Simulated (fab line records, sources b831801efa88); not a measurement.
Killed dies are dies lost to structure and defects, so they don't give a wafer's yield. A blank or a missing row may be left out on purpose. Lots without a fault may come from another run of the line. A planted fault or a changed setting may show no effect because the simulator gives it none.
A struck lot beside a sound one | flow sky130 | 15 steps out of a route of 708
Sound: wafers L886.1, L886.2, L886.4. Struck: wafers L901.3, L901.4. (L901.6 of the same lot was not struck and is left out.) The cause comes at the end.
At each step with rows: each side's tool, then ch and its chambers, then its first start. Under that, the readings that differ: sound wafers | struck wafers | difference of the means | sigmas: that difference in standard deviations of wafers without a fault.
alike: readings whose means differ by less than 2 such deviations, and words and numbers that are the same on both sides. not compared: withheld readings, readings that some wafer has no value for, bounds like >300 that may hide the same value, and numbers for which the record gives no deviation and whose values overlap.
The two part at a step that has a row with sigmas, a row that says differs or no value, or rows on one side only. Numbers that don't overlap but have no deviation are shown without sigmas and don't part them. A reading that every wafer of one side lacks parts them only if that side has two wafers or more.

first, 4 steps without rows for these wafers: SKY_LI_CONTACT_SOFTBAKE_08 (time 90 s); SKY_LI_CONTACT_EXPOSE_09 (exposes mask LICM1, target cd 170 nm); SKY_LI_CONTACT_PEB_10; SKY_LI_CONTACT_DEVELOP_11 (develop time 60 s).
SKY_LI_CONTACT_CD_MEAS_12: target cd 170 nm.
  sound on cd_sem-02, day 31 08:11; struck on cd_sem-01, day 35 20:26
  alike: cd_nm
SKY_LI_CONTACT_OVL_MEAS_13:
  sound on overlay-01, day 31 08:19; struck on overlay-02, day 35 20:31
  alike: LI_CONTACT_OVL
SKY_LI_CONTACT_ETCH_14: etches BARC in N2/H2, stops on SiO2, time 45.9 s, target depth 60 nm.
  sound on rie_diel-03 ch 0,3, day 31 08:20; struck on rie_diel-03 ch 0,2, day 35 20:32
  alike: chamber_pressure_mTorr, drypump_motor_current_A, oes_product_au, rf_fwd_power_W, throttle_valve_pct
  not compared: rf_hours_counter_h
SKY_LI_CONTACT_ETCH_15: etches PSG in C4F8/O2/Ar, stops on Si, target depth 600 nm.
  sound on rie_diel-03 ch 0,3, day 31 08:23; struck on rie_diel-03 ch 0,2, day 35 20:35
  alike: chamber_pressure_mTorr, oes_product_au, rf_fwd_power_W
SKY_LI_CONTACT_STRIP_16: strips in O2/N2.
  sound on plasma_asher-04 ch 0,1, day 31 08:28; struck on plasma_asher-03 ch 0,1, day 35 20:43
  alike: chamber_pressure_mTorr, drypump_motor_current_A, oes_product_au, strip_time_to_endpoint_s
  not compared: rf_hours_counter_h
then, 2 steps without rows for these wafers: SKY_LI_CONTACT_CLEAN_17 (cleans in NMP, time 600 s); SKY_LI_CONTACT_PRE_CLEAN_18 (time 5.6 s).
SKY_LI_CONTACT_SPUTTER_19: material Ti, target thk 20 nm, time 106.37 s.
  sound on pvd_sputter-04, day 31 08:47; struck on pvd_sputter-04, day 35 20:59
  alike: throttle_valve_pct
SKY_LI_CONTACT_SPUTTER_20: material TiN, target thk 20 nm, time 80 s.
  sound on pvd_sputter-04, day 31 08:52; struck on pvd_sputter-04, day 35 21:04
  reading                                        | sound             | struck      | difference | sigmas
  model.TiN_of_LI_CONTACT_SPUTTER_20.thk_nm (nm) | 20.07 19.99 20.14 | 36.06 36.06 | +15.99     |
  alike: throttle_valve_pct
SKY_LI_CONTACT_CVD_21: deposits W, target thk 400 nm, time 120.56 s.
  sound on cvd_w-02 ch 0,1, day 31 08:55; struck on cvd_w-01 ch 0,1, day 35 21:10
  alike: heater_power_w
-- the record jumps here: 15 days lie between the struck wafers' starts before and after (it left off in module LI_CONTACT and takes up again in module PAD_OPEN, whose first step shown is number 708 of the route) --
SKY_PAD_OPEN_PROBE_99:
  sound on prober-02, day 47 10:04; struck on prober-01, day 50 13:43
  reading                        | sound             | struck      | difference | sigmas
  killed_at_front_end            | 15 18 17          | 7 9         | -9         | -2
  model.etest.licon_ndiff.rc_ohm | 185.7 186.4 186.3 | 191.9 189.2 | +4.4       |
  model.etest.licon_poly.rc_ohm  | 155.3 159.6 157.8 | 165.3 161.2 | +5.7       |
  alike: killed_at_M0_to_M3, killed_at_M4_up, killed_at_contacts, killed_at_other, killed_dies, killed_open, killed_short

WHERE THEY PART
Only at SKY_PAD_OPEN_PROBE_99, within this record.

WHY: what the simulator had put in
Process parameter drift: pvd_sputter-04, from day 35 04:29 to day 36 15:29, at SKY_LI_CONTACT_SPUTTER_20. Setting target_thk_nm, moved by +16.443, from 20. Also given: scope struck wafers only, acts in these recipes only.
